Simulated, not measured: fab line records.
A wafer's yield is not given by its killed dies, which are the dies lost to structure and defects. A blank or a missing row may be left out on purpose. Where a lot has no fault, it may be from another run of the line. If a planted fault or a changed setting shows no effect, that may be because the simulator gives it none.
A struck lot beside a sound one + flow gf180mcu + 15 steps out of a route of 602
Sound: wafers L266.2, L266.5, L266.6. The struck wafers were L278.3, L278.5, L278.6. Last of all comes the cause.
Order at every step that has rows: each side's tool, ch and its chambers, its first start. Under that, the readings that differ: sound wafers + struck wafers + difference of the means + sigmas: that difference in standard deviations of wafers without a fault.
alike: readings whose means differ by less than 2 such deviations, and words and numbers that are the same on both sides. not compared: withheld readings, readings that some wafer has no value for, bounds like >300 that may hide the same value, and numbers for which the record gives no deviation and whose values overlap.
Wherever a step has rows on one side only, a row that says differs or no value, or a row with sigmas, the two part there. When numbers do not overlap yet have no deviation, they are printed without sigmas and do not part them. A reading that every wafer of one side lacks parts them only if that side has two wafers or more.

first, 1 step without rows for these wafers: GF_MVSD_DEVELOP_06 (develop time 60 s).
GF_MVSD_OVL_MEAS_07:
  sound: overlay-02 at day 4 07:43; struck: overlay-01 at day 7 09:11
  alike: MVSD_OVL
then, 2 steps without rows for these wafers: GF_MVSD_IMPLANT_08; GF_MVSD_IMPLANT_09.
GF_MVSD_STRIP_10: strips in O2/N2.
  sound on plasma-asher-04 ch 0,1, day 4 08:03; struck on plasma-asher-04 ch 0,1, day 7 09:33
  alike: drypump-motor-current-A, heater-power-w, oes-product-au, strip-time-to-endpoint-s
  not compared: rf-hours-counter-h
GF_MVSD_TW_MEAS_11:
  sound: film-metro-03 at day 4 08:10; struck: film-metro-03 at day 7 09:38
  alike: MVSD_TW
then, 6 steps without rows for these wafers: GF_MVPSD_DEHYDRATE_00 (time 60 s); GF_MVPSD_HMDS_01 (prime time 60 s); GF_MVPSD_COAT_02 (resist thk 3000 nm); GF_MVPSD_SOFTBAKE_03; GF_MVPSD_EXPOSE_04 (exposes mask MVPSD, target cd 1000 nm); GF_MVPSD_PEB_05.
GF_MVPSD_DEVELOP_06: develop time 60 s.
  sound on litho-track-04 ch 0, day 4 21:00; struck on litho-track-04 ch 0, day 8 01:00
| reading              | sound             | struck            | difference | sigmas |
|----------------------|-------------------|-------------------|------------|--------|
| developer-temp-C (C) | 22.86 22.86 22.98 | 23.29 23.05 23.03 | +0.22      | +2     |
  alike: resist-line-temp-C
GF_MVPSD_OVL_MEAS_07:
  sound: overlay-02 at day 4 21:28; struck: overlay-01 at day 8 01:10
| reading        | sound       | struck | difference                    | sigmas |
|----------------|-------------|--------|-------------------------------|--------|
| MVPSD_OVL (nm) | 0.4 2.3 0.9 | - - -  | no value on the struck wafers |        |
after that, 1 step had no rows for these wafers: GF_MVPSD_IMPLANT_08.

## WHERE THEY PART
Earliest at GF_MVPSD_DEVELOP_06; latest, in this record, at GF_MVPSD_OVL_MEAS_07.

WHY: what had been put in by the simulator
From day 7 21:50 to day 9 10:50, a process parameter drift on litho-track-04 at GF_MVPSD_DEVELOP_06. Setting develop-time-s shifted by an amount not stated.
